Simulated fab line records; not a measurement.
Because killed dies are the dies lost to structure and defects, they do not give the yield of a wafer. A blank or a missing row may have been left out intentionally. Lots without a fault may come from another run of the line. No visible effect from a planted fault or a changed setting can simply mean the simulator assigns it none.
A lot that was struck, set against a sound lot	flow gf180mcu	14 steps out of a route of 602
Sound: the wafers L709.2, L709.3, L709.4. Struck: wafers L718.1, L718.3, L718.6. Last of all comes the cause.
For every step that has rows: the tool of each side, followed by ch and its chambers, followed by its first start. Under that, the readings that differ: sound wafers	struck wafers	difference of the means	sigmas: that difference in standard deviations of wafers without a fault.
alike: words and numbers the same on both sides, and readings whose means are apart by under 2 such deviations; not compared: readings that were withheld, readings missing a value for some wafer, numbers with overlapping values and no deviation given by the record, and bounds like >300 which may hide the same value.
Wherever a step has rows on one side only, a row that says differs or no value, or a row with sigmas, the two part there. Non-overlapping numbers with no deviation appear without sigmas and do not part them. A reading missing from all wafers of one side parts the sides only when that side holds two or more wafers.

first, 1 step without rows for these wafers: GF_HV_LDD_CLEAN_51 (cleans in SC1/SC2, time 150 s).
GF_HV_LDD_RTA_52: time 10 s.
  sound on rtp_anneal-02 ch 0, day 15 07:02; struck on rtp_anneal-02 ch 0, day 18 03:10
  alike: chamber_o2_ppm, lamp_power_pct, wafer_temp_C_max
GF_HV_LDD_RS_MEAS_53: measures by four-point-probe.
  sound: film_metro-01 at day 15 07:07; struck: film_metro-03 at day 18 03:14
  alike: HV_LDD_RS
then, 1 step without rows for these wafers: GF_HV_LDD_CVD_54 (deposits SiO2 from TEOS, target thk 10 nm, time 75 s).
GF_HV_LDD_THK_MEAS_55:
  sound: film_metro-03 at day 15 08:14; struck: film_metro-02 at day 18 04:23
  alike: HV_LDD_CVD_54_THK
then, 1 step without rows for these wafers: GF_HV_LDD_CVD_56 (deposits Si3N4 from DCS/NH3, target thk 90 nm, time 1543 s).
GF_HV_LDD_THK_MEAS_57:
  sound: film_metro-02 at day 15 09:44; struck: film_metro-03 at day 18 06:59
  alike: HV_LDD_CVD_56_THK
GF_HV_LDD_ETCHBACK_58: etches Si3N4 in CH3F/O2, stops on SiO2, time 100 s, target depth 90 nm.
  sound on rie_diel-01 ch 0,1,3, day 15 09:47; struck on rie_diel-02 ch 1,2, day 18 07:03
reading	sound	struck	difference	sigmas
drypump_motor_current_A (A)	5.2 5.6 5.3	6.3 6.2 6.3	+0.9	+2
  alike: oes_product_au, throttle_valve_pct
  not compared: rf_hours_counter_h
then, 4 steps without rows for these wafers: GF_NSD_DEHYDRATE_00 (time 60 s); GF_NSD_HMDS_01 (prime time 60 s); GF_NSD_COAT_02 (resist thk 1000 nm); GF_NSD_SOFTBAKE_03 (time 60 s).
GF_NSD_EXPOSE_04: exposes mask Nplus, target cd 400 nm.
  struck on iline_stepper-02, day 18 19:02; sound on iline_stepper-01 ch 0, day 15 21:19
  no value came back on the struck wafers for exposure_dose_mJ_cm2, focus_offset_nm (nm); on the sound wafers exposure_dose_mJ_cm2 reads 139.89 139.84 140.00
  alike: mask
following that, these wafers have no rows for 1 step: GF_NSD_PEB_05.

## WHERE THEY PART
At GF_HV_LDD_ETCHBACK_58 first; at GF_NSD_EXPOSE_04 last (within this record only).

WHY: the cause the simulator had injected
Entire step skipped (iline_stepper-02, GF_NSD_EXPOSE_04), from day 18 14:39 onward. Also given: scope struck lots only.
